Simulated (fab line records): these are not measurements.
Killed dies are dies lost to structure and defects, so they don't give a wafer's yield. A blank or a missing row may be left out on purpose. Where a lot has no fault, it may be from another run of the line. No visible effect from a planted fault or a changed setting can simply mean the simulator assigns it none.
The tool behind it: which one? :: flow gf180mcu :: 14 lots with 42 wafers sampled at 3 steps, on a route of 602 steps

## WHAT THE GAUGES READ, wafer by wafer
GF_VT_IMPLANT_OVL_MEAS_40.
lot: L181
measured: day 7 15:19
on: overlay-02
VT_IMPLANT_03_OVL (nm): 3.5 2.4 0.4

lot: L182
measured: day 7 19:46
on: overlay-02
VT_IMPLANT_03_OVL (nm): 0.2 -0.1 -1.1

lot: L183
measured: day 8 04:26
on: overlay-02
VT_IMPLANT_03_OVL (nm): 0.3 -1.7 -1.3

lot: L184
measured: day 8 09:53
on: overlay-02
VT_IMPLANT_03_OVL (nm): 0.4 -0.6 -0.6

lot: L185
measured: day 8 15:19
on: overlay-02
VT_IMPLANT_03_OVL (nm): -1.6 2.0 0.6

lot: L186
measured: day 9 02:38
on: overlay-01
VT_IMPLANT_03_OVL (nm): 0.8 3.2 1.3

lot: L187
measured: day 9 04:56
on: overlay-01
VT_IMPLANT_03_OVL (nm): 0.1 -1.6 2.3

lot: L188
measured: day 9 13:04
on: overlay-01
VT_IMPLANT_03_OVL (nm): 0.2 -0.6 1.8

lot: L192
measured: day 10 15:48
on: overlay-02
VT_IMPLANT_03_OVL (nm): 2.5 0.2 4.1

lot: L195
measured: day 11 12:10
on: overlay-01
VT_IMPLANT_03_OVL (nm): -0.1 0.8 0.4

lot: L196
measured: day 11 21:02
on: overlay-01
VT_IMPLANT_03_OVL (nm): 0.9 0.4 2.8

lot: L201
measured: day 13 03:23
on: overlay-01
VT_IMPLANT_03_OVL (nm): 4.2 3.1 0.9

lot: L203
measured: day 13 16:09
on: overlay-02
VT_IMPLANT_03_OVL (nm): 2.5 3.0 1.8

lot: L204
measured: day 13 23:03
on: overlay-02
VT_IMPLANT_03_OVL (nm): 3.2 1.5 4.8

GF_HV_LDD_CD_MEAS_07: target cd 400 nm.
lot: L181
measured: day 10 03:57
on: cd_sem-02
cd_nm (nm): 400.3 399.4 401.4

lot: L182
measured: day 10 06:59
on: cd_sem-01
cd_nm (nm): 402.0 403.1 401.4

lot: L183
measured: day 10 16:25
on: cd_sem-01
cd_nm (nm): 398.4 400.6 399.0

lot: L184
measured: day 10 20:55
on: cd_sem-01
cd_nm (nm): 397.0 396.1 396.4

lot: L185
measured: day 11 07:05
on: cd_sem-01
cd_nm (nm): 401.7 402.7 402.1

lot: L186
measured: day 11 23:04
on: cd_sem-01
cd_nm (nm): 401.6 400.0 399.7

lot: L187
measured: day 11 22:37
on: cd_sem-01
cd_nm (nm): 402.9 401.4 405.2

lot: L188
measured: day 12 07:41
on: cd_sem-01
cd_nm (nm): 399.0 399.9 401.1

lot: L192
measured: day 13 14:25
on: cd_sem-01
cd_nm (nm): 403.7 403.0 403.1

lot: L195
measured: day 14 09:58
on: cd_sem-01
cd_nm (nm): 400.4 401.7 402.7

lot: L196
measured: day 14 23:32
on: cd_sem-01
cd_nm (nm): 401.4 399.1 401.0

lot: L201
measured: day 16 04:04
on: cd_sem-02
cd_nm (nm): 398.4 400.3 400.9

lot: L203
measured: day 17 02:43
on: cd_sem-02
cd_nm (nm): 403.2 403.1 403.0

lot: L204
measured: day 17 06:34
on: cd_sem-02
cd_nm (nm): 398.2 398.8 396.5

## TOOL THAT RAN EACH LOT (tool first, then ch and the chambers of the sampled wafers, then the start)
lot: L181
GF_POLY_GATE_SOFTBAKE_06: litho_track-04 ch 0, day 8 23:00

lot: L182
GF_POLY_GATE_SOFTBAKE_06: litho_track-04 ch 0, day 9 02:00

lot: L183
GF_POLY_GATE_SOFTBAKE_06: litho_track-02 ch 0, day 9 11:00

lot: L184
GF_POLY_GATE_SOFTBAKE_06: litho_track-04 ch 0, day 9 17:00

lot: L185
GF_POLY_GATE_SOFTBAKE_06: litho_track-01 ch 0, day 10 00:00

lot: L186
GF_POLY_GATE_SOFTBAKE_06: litho_track-01 ch 0, day 10 13:00

lot: L187
GF_POLY_GATE_SOFTBAKE_06: litho_track-02 ch 0, day 10 14:00

lot: L188
GF_POLY_GATE_SOFTBAKE_06: litho_track-04 ch 0, day 11 00:00

lot: L192
GF_POLY_GATE_SOFTBAKE_06: litho_track-01 ch 0, day 12 07:00

lot: L195
GF_POLY_GATE_SOFTBAKE_06: litho_track-02 ch 0, day 13 00:00

lot: L196
GF_POLY_GATE_SOFTBAKE_06: litho_track-02 ch 0, day 13 08:00

lot: L201
GF_POLY_GATE_SOFTBAKE_06: litho_track-01 ch 0, day 14 18:00

lot: L203
GF_POLY_GATE_SOFTBAKE_06: litho_track-01 ch 0, day 15 11:00

lot: L204
GF_POLY_GATE_SOFTBAKE_06: litho_track-04 ch 0, day 15 19:00
- GF_POLY_GATE_SOFTBAKE_06: time 60 s.

## AS READ BY THE TOOLS THEMSELVES (means over the sampled wafers that have a number; for cases with no such wafer, the mark the record gives instead)
GF_POLY_GATE_SOFTBAKE_06.
lot: L181
tool: litho_track-04
run_length_s (s): 89.28

lot: L182
tool: litho_track-04
run_length_s (s): 89.39

lot: L183
tool: litho_track-02
run_length_s (s): 89.48

lot: L184
tool: litho_track-04
run_length_s (s): 89.27

lot: L185
tool: litho_track-01
run_length_s (s): 89.15

lot: L186
tool: litho_track-01
run_length_s (s): 89.18

lot: L187
tool: litho_track-02
run_length_s (s): 89.35

lot: L188
tool: litho_track-04
run_length_s (s): 89.38

lot: L192
tool: litho_track-01
run_length_s (s): 89.17

lot: L195
tool: litho_track-02
run_length_s (s): 92.42

lot: L196
tool: litho_track-02
run_length_s (s): 92.38

lot: L201
tool: litho_track-01
run_length_s (s): 89.38

lot: L203
tool: litho_track-01
run_length_s (s): 89.28

lot: L204
tool: litho_track-04
run_length_s (s): 89.32

## THE ANSWER, worked out from the rows above alone
Rule: the lots themselves supply what counts as usual. The widest of any qualifying gaps counts: lots, ordered by their means at a reading, are off when they make up no more than a third of the lots, leave a main group of 4 or more, and stand apart from it by 3 or more times the standard deviation of that group's means. Not used: any main group whose means are identical at the precision the tables above print for the reading. Also off: a lot with no number at a reading for which 4 or more lots have one. Any other lot the step has rows for is counted as sound. First the gauges in route order, then the tools' own readings, where a lot's mean is used as printed above. The first step at which some lot is off is used, and at that step the reading that is off furthest; a lot without a number counts as furthest.
Off, at GF_POLY_GATE_SOFTBAKE_06 on run_length_s: L195, L196. Mean 89.30 s and standard deviation 0.096 in the main group.
A tool fits if, at that step or a process step before it, it ran every lot that is off, and no sound lot after the first of them. One fits: GF_POLY_GATE_SOFTBAKE_06 on litho_track-02. Its last sound lot is L187 (day 10 14:00), its first lot that is off L195 (day 13 00:00): a fault that began between those two fits.
The tool's own readings at GF_POLY_GATE_SOFTBAKE_06 bear it out: on the lots that are off they differ by more than 5 times the standard deviation of the sound lots' means. run_length_s reads 92.40 s there against 89.30 s on the sound lots.

## WHAT THE SIMULATOR HAD PUT IN
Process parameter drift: litho_track-02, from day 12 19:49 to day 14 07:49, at GF_POLY_GATE_SOFTBAKE_06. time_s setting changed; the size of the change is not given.
Struck lots among those shown: L195, L196. The rule above reached the same finding.
